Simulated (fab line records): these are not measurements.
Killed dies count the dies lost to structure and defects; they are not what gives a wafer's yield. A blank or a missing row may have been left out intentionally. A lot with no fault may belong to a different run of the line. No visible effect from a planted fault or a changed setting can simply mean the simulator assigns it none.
Which of the tools did it? ; flow sky130 ; 30 wafers from 10 lots sampled at 4 of the route's 708 steps

WHAT THE GAUGES SHOWED, per wafer
SKY_METAL3_OVL_MEAS_14.
lot;measured;on;METAL3_OVL (nm)
L377;day 38 22:23;overlay-01;0 -4 1
L385;day 42 02:05;overlay-02;-12 -12 -9
L386;day 42 10:09;overlay-01;-3 -1 -6
L387;day 42 19:47;overlay-02;6 5 -4
L393;day 43 13:29;overlay-02;-5 -4 -11
L394;day 44 10:11;overlay-02;-3 -5 -12
L395;day 44 15:44;overlay-02;4 6 4
L396;day 44 17:26;overlay-01;0 -2 9
L397;day 44 17:47;overlay-02;-4 -3 -5
L398;day 44 23:08;overlay-01;-6 -5 -4

WHICH TOOL RAN EACH LOT (tool, then ch and the chambers of the sampled wafers, then the start)
lot;SKY_METAL2_SPUTTER_00;SKY_METAL3_SPUTTER_01;SKY_METAL3_SPUTTER_04
L377;pvdSputter-04, day 34 11:04;pvdSputter-01, day 36 18:40;pvdSputter-01, day 36 18:44
L385;pvdSputter-04, day 37 20:38;pvdSputter-02, day 40 02:09;pvdSputter-02, day 40 02:14
L386;pvdSputter-03, day 38 05:15;pvdSputter-02, day 40 10:19;pvdSputter-02, day 40 10:24
L387;pvdSputter-03, day 38 14:50;pvdSputter-02, day 40 19:52;pvdSputter-02, day 40 19:56
L393;pvdSputter-03, day 39 08:26;pvdSputter-01, day 41 12:58;pvdSputter-01, day 41 13:02
L394;pvdSputter-01, day 40 09:54;pvdSputter-02, day 42 12:02;pvdSputter-02, day 42 12:07
L395;pvdSputter-03, day 40 16:03;pvdSputter-02, day 42 18:01;pvdSputter-02, day 42 18:06
L396;pvdSputter-03, day 40 18:56;pvdSputter-02, day 42 20:16;pvdSputter-02, day 42 20:21
L397;pvdSputter-01, day 40 19:14;pvdSputter-01, day 42 20:37;pvdSputter-01, day 42 20:41
L398;pvdSputter-03, day 40 22:19;pvdSputter-02, day 43 01:13;pvdSputter-02, day 43 01:17
- SKY_METAL2_SPUTTER_00: material Ti, target thk 15 nm, time 10 s.
- SKY_METAL3_SPUTTER_01: material TiN, target thk 20 nm, time 16.7 s.
- SKY_METAL3_SPUTTER_04: material TiN, target thk 70 nm, time 58.3 s.

THE ANSWER, worked out from the rows above alone
Rule: the usual values come from the lots themselves. The widest of any qualifying gaps counts: lots, ordered by their means at a reading, are off when they make up no more than a third of the lots, leave a main group of 4 or more, and stand apart from it by 3 or more times the standard deviation of that group's means. A main group is skipped when, at the precision printed for the reading in the tables above, its means are all equal. A lot without any number at a reading at which 4 lots or more have one is off too. Where the step has rows for the other lots, those lots are counted as sound.
Nothing can be told from this: no lot is off at any reading shown.

WHAT HAD BEEN PUT IN BY THE SIMULATOR
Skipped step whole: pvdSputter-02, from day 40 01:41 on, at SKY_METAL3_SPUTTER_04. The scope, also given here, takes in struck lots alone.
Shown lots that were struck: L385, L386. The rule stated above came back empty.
